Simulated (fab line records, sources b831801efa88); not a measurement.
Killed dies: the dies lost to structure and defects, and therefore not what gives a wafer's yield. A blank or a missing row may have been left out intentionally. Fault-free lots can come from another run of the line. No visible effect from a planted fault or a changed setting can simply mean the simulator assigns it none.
8D (eight disciplines) problem report, filled in by code -- flow sky130 -- the parts of the form that need people (team, actions taken, sign-off) are left out

## 1. THE PROBLEM
SKY_LDD_LDN_STRIP_12, oes product au: mean 0.927 a.u. on 3 wafers (1 lot); fault-free wafers 0.715 a.u., standard deviation 0.0047. That puts it +45 standard deviations away from the usual mean.
The step: strips in O2/N2.
Earliest sighting: wafer L192.1 on plasma asher-01 at day 24 18:43. Wafers with a number at this step in the record: 39, from 13 lots. Rule for "out" (also "out of limits"): further than 4 standard deviations from the usual mean. The rest of the wafers with a number are treated as sound.

## 2. WHAT IT IS; WHAT IT IS NOT
question,is,is not
which readings at this step,oes product au,drypump motor current A
which lots,L192,"L187, L188, L189, L199, L200, L202, L203, L206, L207, L208, L209, L210"
which wafers of those lots,all that have a number,-
read on which tools,plasma asher-01,"plasma asher-02, plasma asher-04"
when,from day 24 18:43,"up to then (9 sound wafers); but 27 sound wafers of L199, L200, L202, L203, L206, L207, L208, L209, L210 came after"

## 3. WHAT RULES OUT EACH SUSPECT
Counting: any tool at a process step up to the reading is kept as a suspect provided that every lot that is out went through it and no sound lot did after the first of them.
- rie diel-03 at SKY_POLY_GATE_ETCH_16 (etches Si3N4 in CH3F/O2, stops on poly-Si, time 147.5 s, target depth 75 nm): ruled out as a lasting fault. The sound lots L200, L199, L203, L207, L208 went through it after L192, its earliest lot that is out (day 18 08:39).
- plasma asher-01 at SKY_LDD_LDN_STRIP_12 (strips in O2/N2): ruled out as a lasting fault. The sound lots L200, L203, L206, L207, L210 went through it after L192, its earliest lot that is out (day 24 18:43).
Left after counting: nothing in the record.

## 4. THE CAUSE (what the simulator had put in)
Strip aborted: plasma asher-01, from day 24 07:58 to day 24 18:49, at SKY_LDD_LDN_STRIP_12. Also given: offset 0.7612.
Counting ruled it out, wrongly.

## 5. THE EFFECT CHAIN, in route order
Each row: a reading where the mean over the struck wafers with a number is more than 3 standard deviations away from the usual. Only readings for which the record gives a usual standard deviation are gone through. hours: the time from each lot's start at the first step in this table that gives one to its start at this step, as a median over the lots. sigmas: the change in usual standard deviations.
hours,step,reading,usual,on struck wafers,change,sigmas
0,SKY_LDD_LDN_STRIP_12,oes product au,0.715 a.u.,0.927,+0.212,+45
535,SKY_PAD_OPEN_PROBE_99,killed at front end,16,420,+404,+90
535,SKY_PAD_OPEN_PROBE_99,killed dies,87,492,+405,+40
535,SKY_PAD_OPEN_PROBE_99,killed on rim,17,96,+79,+23
Its process steps:
- SKY_LDD_LDN_STRIP_12: strips in O2/N2.
- SKY_PAD_OPEN_PROBE_99
Readings that are blank on the struck wafers while sound wafers have them: strip time to endpoint s at SKY_LDD_LDN_STRIP_12.

## 6. HOW IT WOULD HAVE BEEN CAUGHT EARLIER
11 hours passed between the start of the fault at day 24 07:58 and the first reading out of limits in this record, taken at day 24 18:43.
